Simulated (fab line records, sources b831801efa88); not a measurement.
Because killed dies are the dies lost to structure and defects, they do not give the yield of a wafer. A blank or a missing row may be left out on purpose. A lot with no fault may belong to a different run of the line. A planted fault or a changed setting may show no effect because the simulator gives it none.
The same fault as seen by 2 desks -- flow gf180mcu -- only its own numbers are on each desk; what lay behind them is given at the end

== DESK OF THE TOOL OWNER: plasma_asher-02 ==
The tool's own readings at GF_SAB_STRIP_13 (strips in O2/N2): means of the sampled wafers that have a number, for each lot that ran on this tool. The brackets show how far a lot's mean lies from the usual mean; more than 4 standard deviations puts the lot out of limits, marked OUT.
Columns: A = chamber_pressure_mTorr at GF_SAB_STRIP_13, usual 1500.2 mTorr; B = drypump_motor_current_A at GF_SAB_STRIP_13, usual 5.6 A; C = heater_power_w at GF_SAB_STRIP_13, usual 325 W; D = n2_flow_sccm at GF_SAB_STRIP_13, usual 300.1 sccm; E = o2_flow_sccm at GF_SAB_STRIP_13, usual 2999 sccm; F = oes_product_au at GF_SAB_STRIP_13, usual 0.710 a.u.; G = strip_time_to_endpoint_s at GF_SAB_STRIP_13, usual 12.60 s
lot,first seen here,A,B,C,D,E,F,G
L297,day 16 06:04,1500.7,5.2,328,300.5,3002,0.708,12.63
L298,day 16 15:22,1500.4,5.2,316,300.2,2998,0.709,12.62
L299,day 16 23:53,1500.0,5.2,317,300.4,3397 (+44) OUT,0.711,12.48
L303,day 18 11:46,1500.2,5.2,326,300.5,3306 (+34) OUT,0.710,12.50
L313,day 21 22:23,1501.0,5.2,323,300.7,3010,0.709,12.63
L315,day 22 16:11,1501.4,5.2,322,299.4,2993,0.708,12.62
L316,day 22 21:04,1499.8,5.2,323,300.8,3000,0.713,12.54
This desk's verdict: out of limits on L299, L303, starting with L299 at day 16 23:53 (o2_flow_sccm at GF_SAB_STRIP_13). Within limits: L297, L298, L313, L315, L316.

== AT THE METROLOGY DESK ==
Means of the sampled wafers that have a number, per lot and without regard to the tool the lot ran on: this is what the gauges read. The brackets show how far a lot's mean lies from the usual mean; more than 4 standard deviations puts the lot out of limits, marked OUT.
Columns: A = PSD_RS at GF_PSD_RS_MEAS_15, usual 108.53 ohm/sq
lot,first seen here,A
L295,day 14 12:19,108.83
L297,day 15 08:20,108.66
L298,day 15 16:44,108.55
L299,day 16 01:03,108.84
L301,day 16 20:45,108.46
L303,day 17 10:54,108.44
L307,day 18 19:38,108.48
L309,day 19 13:55,108.21
L310,day 19 19:04,108.51
L311,day 20 05:22,108.45
L313,day 20 23:05,108.66
L314,day 21 09:26,108.82
L315,day 21 17:17,108.09
L316,day 21 21:17,108.43
Result from this desk: across the 14 lots, nothing is out of limits.

== BROUGHT TOGETHER ==
On L299, L303, at day 16 23:53, an alarm was possible from the tool owner's desk.
From the metrology desk's view, nothing was out of limits.
The metrology desk holds a record of L299, L303, inside its limits.
Of the lots named, all ran GF_SAB_STRIP_13 on plasma_asher-02.

== WHAT THE SIMULATOR HAD INSERTED ==
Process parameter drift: plasma_asher-02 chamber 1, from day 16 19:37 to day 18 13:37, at GF_SAB_STRIP_13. The setting o2_flow_sccm was moved by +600, starting from 3000. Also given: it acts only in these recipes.
Lots struck among those shown: L299, L303.
How many hours passed from the start of the fault until each desk's first out-of-limits reading: the tool owner's desk, 4.
